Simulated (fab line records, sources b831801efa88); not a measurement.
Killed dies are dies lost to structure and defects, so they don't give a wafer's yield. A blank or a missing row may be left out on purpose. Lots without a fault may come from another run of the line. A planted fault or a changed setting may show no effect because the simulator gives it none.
One fault seen from 2 desks | flow gf180mcu | each desk has only its own numbers; what lay behind them comes last

THE TOOL OWNER'S DESK: pecvd-02
The tool's own readings at GF_MIM_CVD_05 (deposits Si3N4, target thk 42 nm, time 29.086 s): means of the sampled wafers that have a number, for each lot that ran on this tool. A lot is out of limits, marked OUT, if its mean lies more than 4 standard deviations from the usual mean; the brackets give that distance.
Columns: A = heater_power_w at GF_MIM_CVD_05, usual 669 W
lot  | first seen here | A
L809 | day 24 19:40    | 646
L815 | day 26 23:20    | 665
L818 | day 27 21:14    | 671
L823 | day 29 11:08    | 612
L826 | day 30 04:20    | 639
L828 | day 30 16:37    | 601
This desk's finding: nothing out of limits on any of the 6 lots.

THE METROLOGY DESK
What the gauges read, lot by lot, whatever tool the lot ran on: means of the sampled wafers that have a number. A lot is out of limits, marked OUT, if its mean lies more than 4 standard deviations from the usual mean; the brackets give that distance.
Columns: A = V4_BOW at GF_V4_BOW_MEAS_05, usual 138 um; B = MIM_CVD_05_THK at GF_MIM_THK_MEAS_06, usual 42.0 nm
lot  | first seen here | A   | B
L808 | day 23 16:39    | 136 | 42.1
L809 | day 23 20:14    | 140 | 41.6
L810 | day 24 07:44    | 140 | 42.3
L812 | day 24 19:40    | 133 | 42.2
L813 | day 25 06:42    | 152 | 41.7
L814 | day 25 15:29    | 143 | 42.1
L815 | day 26 00:52    | 135 | 41.9
L818 | day 26 23:20    | 131 | 42.2
L820 | day 27 17:03    | 140 | 41.6
L823 | day 28 14:00    | 139 | 42.3
L826 | day 29 07:58    | 135 | 32.2 (-18) OUT
L828 | day 29 20:04    | 141 | 36.3 (-10) OUT
This desk's finding: out of limits on L826, L828; first on L826, day 30 04:23 (MIM_CVD_05_THK at GF_MIM_THK_MEAS_06). In limits: L808, L809, L810, L812, L813, L814, L815, L818, L820, L823.

PUT TOGETHER
The metrology desk could have raised an alarm at day 30 04:23, on L826, L828.
The tool owner's desk saw nothing out of limits.
The tool owner's desk has L826, L828 on record, within its limits.
Of the lots named, all ran GF_MIM_CVD_05 on pecvd-02.

WHAT THE SIMULATOR HAD PUT IN
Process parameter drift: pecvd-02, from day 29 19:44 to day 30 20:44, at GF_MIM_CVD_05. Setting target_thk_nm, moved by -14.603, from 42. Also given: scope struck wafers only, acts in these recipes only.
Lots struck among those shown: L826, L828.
Hours from the fault's start to each desk's first reading out of limits: the metrology desk, 9.
